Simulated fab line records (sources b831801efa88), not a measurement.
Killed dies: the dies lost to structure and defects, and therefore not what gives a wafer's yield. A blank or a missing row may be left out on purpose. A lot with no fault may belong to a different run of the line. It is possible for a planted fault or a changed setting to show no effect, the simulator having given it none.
Which of the tools did it? :: flow gf180mcu :: 24 lots with 72 wafers sampled at 6 steps, on a route of 602 steps

## WHAT THE GAUGES SHOWED, per wafer
GF_V4_OVL_MEAS_15.
lot: L074
measured: day 24 18:03
on: overlay-01
V4_OVL (nm): -3 -11 -2

lot: L075
measured: day 25 03:04
on: overlay-01
V4_OVL (nm): 0 1 -1

lot: L076
measured: day 25 11:15
on: overlay-02
V4_OVL (nm): -1 -10 1

lot: L077
measured: day 25 11:36
on: overlay-01
V4_OVL (nm): 15 6 6

lot: L078
measured: day 26 03:43
on: overlay-01
V4_OVL (nm): -3 -7 -2

lot: L079
measured: day 26 05:55
on: overlay-02
V4_OVL (nm): -2 2 -1

lot: L080
measured: day 26 17:14
on: overlay-02
V4_OVL (nm): 6 3 3

lot: L081
measured: day 27 01:09
on: overlay-02
V4_OVL (nm): -11 3 -1

lot: L082
measured: day 27 05:33
on: overlay-01
V4_OVL (nm): -4 -1 1

lot: L083
measured: day 27 08:37
on: overlay-01
V4_OVL (nm): -9 -3 -9

lot: L084
measured: day 27 21:17
on: overlay-02
V4_OVL (nm): -14 -15 -10

lot: L085
measured: day 28 02:13
on: overlay-01
V4_OVL (nm): 12 9 10

lot: L086
measured: day 28 09:29
on: overlay-01
V4_OVL (nm): 2 2 4

lot: L087
measured: day 28 15:04
on: overlay-02
V4_OVL (nm): -5 4 5

lot: L088
measured: day 29 00:53
on: overlay-02
V4_OVL (nm): -6 -6 -3

lot: L089
measured: day 29 10:51
on: overlay-01
V4_OVL (nm): -8 -3 -7

lot: L090
measured: day 29 20:31
on: overlay-02
V4_OVL (nm): -3 -7 -3

lot: L091
measured: day 29 22:32
on: overlay-01
V4_OVL (nm): 1 0 3

lot: L092
measured: day 30 02:59
on: overlay-02
V4_OVL (nm): 10 8 8

lot: L093
measured: day 30 13:01
on: overlay-01
V4_OVL (nm): -1 -7 -8

lot: L094
measured: day 30 14:15
on: overlay-01
V4_OVL (nm): -2 -2 4

lot: L095
measured: day 30 20:19
on: overlay-02
V4_OVL (nm): 1 3 3

lot: L096
measured: day 31 14:18
on: overlay-02
V4_OVL (nm): 3 8 0

lot: L097
measured: day 31 15:06
on: overlay-01
V4_OVL (nm): 3 0 0

GF_M5_OVL_MEAS_08.
lot: L074
measured: day 26 14:49
on: overlay-01
M5_OVL (nm): -3 3 -4

lot: L075
measured: day 26 23:13
on: overlay-02
M5_OVL (nm): 5 -6 -3

lot: L076
measured: day 27 07:22
on: overlay-02
M5_OVL (nm): 0 -2 0

lot: L077
measured: day 27 07:16
on: overlay-01
M5_OVL (nm): -5 -7 -2

lot: L078
measured: day 27 22:26
on: overlay-01
M5_OVL (nm): 9 -1 -1

lot: L079
measured: day 28 00:34
on: overlay-01
M5_OVL (nm): -4 -5 -3

lot: L080
measured: day 28 11:50
on: overlay-01
M5_OVL (nm): -3 2 2

lot: L081
measured: day 28 19:46
on: overlay-01
M5_OVL (nm): -9 -1 -6

lot: L082
measured: day 28 23:01
on: overlay-02
M5_OVL (nm): 1 -4 -2

lot: L083
measured: day 29 01:35
on: overlay-02
M5_OVL (nm): 4 -4 -2

lot: L084
measured: day 29 14:18
on: overlay-01
M5_OVL (nm): 1 4 6

lot: L085
measured: day 29 18:01
on: overlay-02
M5_OVL (nm): -6 -10 -9

lot: L086
measured: day 30 01:28
on: overlay-01
M5_OVL (nm): -4 -7 -4

lot: L087
measured: day 30 06:34
on: overlay-01
M5_OVL (nm): -8 -9 -10

lot: L088
measured: day 30 17:52
on: overlay-02
M5_OVL (nm): 1 5 5

lot: L089
measured: day 31 02:07
on: overlay-01
M5_OVL (nm): -12 -1 -6

lot: L090
measured: day 31 10:48
on: overlay-02
M5_OVL (nm): 3 9 3

lot: L091
measured: day 31 12:28
on: overlay-02
M5_OVL (nm): 6 2 -5

lot: L092
measured: day 31 16:30
on: overlay-01
M5_OVL (nm): -5 -3 -2

lot: L093
measured: day 32 02:40
on: overlay-02
M5_OVL (nm): 7 2 13

lot: L094
measured: day 32 03:58
on: overlay-02
M5_OVL (nm): 2 5 1

lot: L095
measured: day 32 09:38
on: overlay-02
M5_OVL (nm): -9 -1 3

lot: L096
measured: day 33 01:21
on: overlay-02
M5_OVL (nm): 4 11 11

lot: L097
measured: day 33 02:19
on: overlay-01
M5_OVL (nm): -3 -4 -5

GF_V5_OVL_MEAS_15.
lot: L074
measured: day 27 12:27
on: overlay-02
V5_OVL (nm): 1 2 0

lot: L075
measured: day 27 20:39
on: overlay-02
V5_OVL (nm): -3 -10 0

lot: L076
measured: day 28 05:01
on: overlay-02
V5_OVL (nm): -3 -1 1

lot: L077
measured: day 28 04:41
on: overlay-01
V5_OVL (nm): -4 -4 -9

lot: L078
measured: day 28 19:46
on: overlay-02
V5_OVL (nm): -17 -5 -18

lot: L079
measured: day 28 22:04
on: overlay-01
V5_OVL (nm): -13 -11 -10

lot: L080
measured: day 29 08:07
on: overlay-02
V5_OVL (nm): 9 0 0

lot: L081
measured: day 29 20:21
on: overlay-01
V5_OVL (nm): -13 -15 -17

lot: L082
measured: day 29 21:10
on: overlay-01
V5_OVL (nm): 2 8 1

lot: L083
measured: day 29 22:29
on: overlay-02
V5_OVL (nm): -10 -11 -9

lot: L084
measured: day 30 10:35
on: overlay-02
V5_OVL (nm): -2 -2 0

lot: L085
measured: day 30 13:53
on: overlay-01
V5_OVL (nm): 1 -2 3

lot: L086
measured: day 30 21:55
on: overlay-02
V5_OVL (nm): -2 2 0

lot: L087
measured: day 31 01:46
on: overlay-01
V5_OVL (nm): -11 -8 -9

lot: L088
measured: day 31 13:22
on: overlay-01
V5_OVL (nm): -7 2 -5

lot: L089
measured: day 31 21:12
on: overlay-02
V5_OVL (nm): -11 -5 -11

lot: L090
measured: day 32 05:36
on: overlay-01
V5_OVL (nm): 7 8 12

lot: L091
measured: day 32 07:04
on: overlay-01
V5_OVL (nm): 1 -2 -3

lot: L092
measured: day 32 10:57
on: overlay-01
V5_OVL (nm): -9 -6 -9

lot: L093
measured: day 32 20:51
on: overlay-01
V5_OVL (nm): -6 -3 -9

lot: L094
measured: day 32 22:07
on: overlay-01
V5_OVL (nm): -3 -4 0

lot: L095
measured: day 33 03:19
on: overlay-01
V5_OVL (nm): -1 5 -5

lot: L096
measured: day 33 18:07
on: overlay-02
V5_OVL (nm): 0 -4 -3

lot: L097
measured: day 33 19:40
on: overlay-02
V5_OVL (nm): 9 3 7

GF_PASSIVATION_THK_MEAS_01.
lot: L074
measured: day 28 10:42
on: film_metro-03
PASSIVATION_CVD_00_THK (nm): 993 993 1011

lot: L075
measured: day 28 19:11
on: film_metro-03
PASSIVATION_CVD_00_THK (nm): 993 1003 1009

lot: L076
measured: day 29 02:38
on: film_metro-04
PASSIVATION_CVD_00_THK (nm): 980 994 1000

lot: L077
measured: day 29 02:20
on: film_metro-04
PASSIVATION_CVD_00_THK (nm): 990 976 991

lot: L078
measured: day 29 17:21
on: film_metro-03
PASSIVATION_CVD_00_THK (nm): 988 1006 1015

lot: L079
measured: day 29 19:00
on: film_metro-03
PASSIVATION_CVD_00_THK (nm): 974 995 1001

lot: L080
measured: day 30 06:13
on: film_metro-04
PASSIVATION_CVD_00_THK (nm): 1006 997 1014

lot: L081
measured: day 30 17:02
on: film_metro-04
PASSIVATION_CVD_00_THK (nm): 980 981 1005

lot: L082
measured: day 30 17:59
on: film_metro-04
PASSIVATION_CVD_00_THK (nm): 985 1003 1000

lot: L083
measured: day 30 19:56
on: film_metro-04
PASSIVATION_CVD_00_THK (nm): 997 1024 1000

lot: L084
measured: day 31 07:48
on: film_metro-04
PASSIVATION_CVD_00_THK (nm): 1007 1008 1009

lot: L085
measured: day 31 10:22
on: film_metro-04
PASSIVATION_CVD_00_THK (nm): 993 974 1005

lot: L086
measured: day 31 19:02
on: film_metro-04
PASSIVATION_CVD_00_THK (nm): 991 1003 1018

lot: L087
measured: day 31 21:46
on: film_metro-02
PASSIVATION_CVD_00_THK (nm): 990 1007 1004

lot: L088
measured: day 32 08:27
on: film_metro-02
PASSIVATION_CVD_00_THK (nm): 987 1004 1011

lot: L089
measured: day 32 16:11
on: film_metro-02
PASSIVATION_CVD_00_THK (nm): 976 994 1003

lot: L090
measured: day 33 00:11
on: film_metro-02
PASSIVATION_CVD_00_THK (nm): 992 1000 1003

lot: L091
measured: day 33 02:01
on: film_metro-04
PASSIVATION_CVD_00_THK (nm): 1009 1021 1012

lot: L092
measured: day 33 05:38
on: film_metro-03
PASSIVATION_CVD_00_THK (nm): 1001 998 1017

lot: L093
measured: day 33 15:07
on: film_metro-04
PASSIVATION_CVD_00_THK (nm): 995 990 1002

lot: L094
measured: day 33 16:22
on: film_metro-03
PASSIVATION_CVD_00_THK (nm): 967 986 998

lot: L095
measured: day 33 21:49
on: film_metro-04
PASSIVATION_CVD_00_THK (nm): 990 982 1018

lot: L096
measured: day 34 12:05
on: film_metro-04
PASSIVATION_CVD_00_THK (nm): 996 1004 1015

lot: L097
measured: day 34 13:00
on: film_metro-04
PASSIVATION_CVD_00_THK (nm): 987 1005 1000

## WHAT TOOL EACH LOT RAN ON (gives the tool, then ch and the chambers of the sampled wafers, and finally the start)
lot: L074
GF_V4_CVD_23: cvd_w-01 ch 0,1, day 24 18:52
GF_TOP_METAL_SPUTTER_04: pvd_sputter-01, day 27 14:06

lot: L075
GF_V4_CVD_23: cvd_w-02 ch 0,1, day 25 03:52
GF_TOP_METAL_SPUTTER_04: pvd_sputter-04, day 27 22:17

lot: L076
GF_V4_CVD_23: cvd_w-02 ch 0,1, day 25 12:02
GF_TOP_METAL_SPUTTER_04: pvd_sputter-01, day 28 06:38

lot: L077
GF_V4_CVD_23: cvd_w-02 ch 0,1, day 25 12:25
GF_TOP_METAL_SPUTTER_04: pvd_sputter-04, day 28 06:18

lot: L078
GF_V4_CVD_23: cvd_w-01 ch 0,1, day 26 04:32
GF_TOP_METAL_SPUTTER_04: pvd_sputter-02, day 28 21:28

lot: L079
GF_V4_CVD_23: cvd_w-02 ch 0,1, day 26 06:49
GF_TOP_METAL_SPUTTER_04: pvd_sputter-04, day 28 23:40

lot: L080
GF_V4_CVD_23: cvd_w-01 ch 0,1, day 26 18:03
GF_TOP_METAL_SPUTTER_04: pvd_sputter-04, day 29 09:46

lot: L081
GF_V4_CVD_23: cvd_w-02 ch 0,1, day 27 01:59
GF_TOP_METAL_SPUTTER_04: pvd_sputter-01, day 29 21:59

lot: L082
GF_V4_CVD_23: cvd_w-01 ch 0,1, day 27 06:24
GF_TOP_METAL_SPUTTER_04: pvd_sputter-01, day 29 22:47

lot: L083
GF_V4_CVD_23: cvd_w-01 ch 0,1, day 27 09:26
GF_TOP_METAL_SPUTTER_04: pvd_sputter-04, day 30 00:05

lot: L084
GF_V4_CVD_23: cvd_w-01 ch 0, day 27 22:08
GF_TOP_METAL_SPUTTER_04: pvd_sputter-02, day 30 12:12

lot: L085
GF_V4_CVD_23: cvd_w-01 ch 0,1, day 28 03:01
GF_TOP_METAL_SPUTTER_04: pvd_sputter-04, day 30 15:34

lot: L086
GF_V4_CVD_23: cvd_w-02 ch 0,1, day 28 10:17
GF_TOP_METAL_SPUTTER_04: pvd_sputter-04, day 30 23:36

lot: L087
GF_V4_CVD_23: cvd_w-02 ch 0,1, day 28 15:51
GF_TOP_METAL_SPUTTER_04: pvd_sputter-01, day 31 03:29

lot: L088
GF_V4_CVD_23: cvd_w-02 ch 1, day 29 01:46
GF_TOP_METAL_SPUTTER_04: pvd_sputter-02, day 31 15:04

lot: L089
GF_V4_CVD_23: cvd_w-01 ch 0,1, day 29 11:40
GF_TOP_METAL_SPUTTER_04: pvd_sputter-01, day 31 22:48

lot: L090
GF_V4_CVD_23: cvd_w-02 ch 1, day 29 21:19
GF_TOP_METAL_SPUTTER_04: pvd_sputter-02, day 32 07:13

lot: L091
GF_V4_CVD_23: cvd_w-02 ch 0,1, day 29 23:21
GF_TOP_METAL_SPUTTER_04: pvd_sputter-04, day 32 08:39

lot: L092
GF_V4_CVD_23: cvd_w-02 ch 0,1, day 30 03:47
GF_TOP_METAL_SPUTTER_04: pvd_sputter-01, day 32 12:34

lot: L093
GF_V4_CVD_23: cvd_w-02 ch 0,1, day 30 13:49
GF_TOP_METAL_SPUTTER_04: pvd_sputter-04, day 32 22:27

lot: L094
GF_V4_CVD_23: cvd_w-02 ch 0,1, day 30 15:03
GF_TOP_METAL_SPUTTER_04: pvd_sputter-04, day 32 23:46

lot: L095
GF_V4_CVD_23: cvd_w-02 ch 0,1, day 30 21:08
GF_TOP_METAL_SPUTTER_04: pvd_sputter-04, day 33 04:56

lot: L096
GF_V4_CVD_23: cvd_w-02 ch 0,1, day 31 15:08
GF_TOP_METAL_SPUTTER_04: pvd_sputter-01, day 33 19:46

lot: L097
GF_V4_CVD_23: cvd_w-02 ch 0,1, day 31 15:53
GF_TOP_METAL_SPUTTER_04: pvd_sputter-01, day 33 21:19
- GF_V4_CVD_23: deposits W, target thk 350 nm, time 104.9 s.
- GF_TOP_METAL_SPUTTER_04: material TiN, target thk 25 nm, time 20.8 s.

## WHAT THE TOOLS THEMSELVES READ (means of the sampled wafers that have a number; where no wafer has one, the mark that the record gives instead)
GF_V4_CVD_23.
lot: L074
tool: cvd_w-01
heater_power_w (W): 807

lot: L075
tool: cvd_w-02
heater_power_w (W): 832

lot: L076
tool: cvd_w-02
heater_power_w (W): 813

lot: L077
tool: cvd_w-02
heater_power_w (W): 804

lot: L078
tool: cvd_w-01
heater_power_w (W): 818

lot: L079
tool: cvd_w-02
heater_power_w (W): 786

lot: L080
tool: cvd_w-01
heater_power_w (W): 823

lot: L081
tool: cvd_w-02
heater_power_w (W): 815

lot: L082
tool: cvd_w-01
heater_power_w (W): 847

lot: L083
tool: cvd_w-01
heater_power_w (W): 834

lot: L084
tool: cvd_w-01
heater_power_w (W): 807

lot: L085
tool: cvd_w-01
heater_power_w (W): 827

lot: L086
tool: cvd_w-02
heater_power_w (W): 825

lot: L087
tool: cvd_w-02
heater_power_w (W): 782

lot: L088
tool: cvd_w-02
heater_power_w (W): 763

lot: L089
tool: cvd_w-01
heater_power_w (W): 828

lot: L090
tool: cvd_w-02
heater_power_w (W): 761

lot: L091
tool: cvd_w-02
heater_power_w (W): 828

lot: L092
tool: cvd_w-02
heater_power_w (W): 828

lot: L093
tool: cvd_w-02
heater_power_w (W): 779

lot: L094
tool: cvd_w-02
heater_power_w (W): 825

lot: L095
tool: cvd_w-02
heater_power_w (W): 826

lot: L096
tool: cvd_w-02
heater_power_w (W): 837

lot: L097
tool: cvd_w-02
heater_power_w (W): 823

GF_TOP_METAL_SPUTTER_04.
lot: L074
tool: pvd_sputter-01
chamber_pressure_pa (Pa): 0.3995
throttle_valve_pct (%): 29.5

lot: L075
tool: pvd_sputter-04
chamber_pressure_pa (Pa): 0.3997
throttle_valve_pct (%): 30.5

lot: L076
tool: pvd_sputter-01
chamber_pressure_pa (Pa): 0.4000
throttle_valve_pct (%): 30.8

lot: L077
tool: pvd_sputter-04
chamber_pressure_pa (Pa): 0.3991
throttle_valve_pct (%): 30.3

lot: L078
tool: pvd_sputter-02
chamber_pressure_pa (Pa): 0.3997
throttle_valve_pct (%): 30.4

lot: L079
tool: pvd_sputter-04
chamber_pressure_pa (Pa): 0.4001
throttle_valve_pct (%): 30.9

lot: L080
tool: pvd_sputter-04
chamber_pressure_pa (Pa): 0.4000
throttle_valve_pct (%): 29.9

lot: L081
tool: pvd_sputter-01
chamber_pressure_pa (Pa): 0.3995
throttle_valve_pct (%): 31.6

lot: L082
tool: pvd_sputter-01
chamber_pressure_pa (Pa): 0.4006
throttle_valve_pct (%): 30.8

lot: L083
tool: pvd_sputter-04
chamber_pressure_pa (Pa): 0.3998
throttle_valve_pct (%): 30.9

lot: L084
tool: pvd_sputter-02
chamber_pressure_pa (Pa): 0.4001
throttle_valve_pct (%): 29.8

lot: L085
tool: pvd_sputter-04
chamber_pressure_pa (Pa): 0.3995
throttle_valve_pct (%): 30.7

lot: L086
tool: pvd_sputter-04
chamber_pressure_pa (Pa): 0.4009
throttle_valve_pct (%): 30.4

lot: L087
tool: pvd_sputter-01
chamber_pressure_pa (Pa): 0.3999
throttle_valve_pct (%): 30.0

lot: L088
tool: pvd_sputter-02
chamber_pressure_pa (Pa): 0.3998
throttle_valve_pct (%): 30.5

lot: L089
tool: pvd_sputter-01
chamber_pressure_pa (Pa): 0.4003
throttle_valve_pct (%): 30.3

lot: L090
tool: pvd_sputter-02
chamber_pressure_pa (Pa): 0.4002
throttle_valve_pct (%): 29.9

lot: L091
tool: pvd_sputter-04
chamber_pressure_pa (Pa): 0.3999
throttle_valve_pct (%): 30.2

lot: L092
tool: pvd_sputter-01
chamber_pressure_pa (Pa): 0.3995
throttle_valve_pct (%): 30.8

lot: L093
tool: pvd_sputter-04
chamber_pressure_pa (Pa): 0.4001
throttle_valve_pct (%): 30.0

lot: L094
tool: pvd_sputter-04
chamber_pressure_pa (Pa): 0.4007
throttle_valve_pct (%): 30.8

lot: L095
tool: pvd_sputter-04
chamber_pressure_pa (Pa): 0.4006
throttle_valve_pct (%): 29.6

lot: L096
tool: pvd_sputter-01
chamber_pressure_pa (Pa): 0.3997
throttle_valve_pct (%): 29.9

lot: L097
tool: pvd_sputter-01
chamber_pressure_pa (Pa): 0.3997
throttle_valve_pct (%): 30.5

## THE ANSWER, worked out from the rows above alone
Rule: the usual values come from the lots themselves. The widest of any qualifying gaps counts: lots, ordered by their means at a reading, are off when they make up no more than a third of the lots, leave a main group of 4 or more, and stand apart from it by 3 or more times the standard deviation of that group's means. If all means in a main group match to the digits the tables above print for the reading, that group is not used. A lot without any number at a reading at which 4 lots or more have one is off too. Any other lot the step has rows for is counted as sound. After the gauges, taken in route order, come the tools' own readings; for these a lot's mean is taken, as printed above. The first step at which some lot is off is used, and at that step the reading that is off furthest; a lot without a number counts as furthest.
Across all readings shown, no lot is off: no conclusion can be drawn from this.

## WHAT WAS PUT IN BY THE SIMULATOR
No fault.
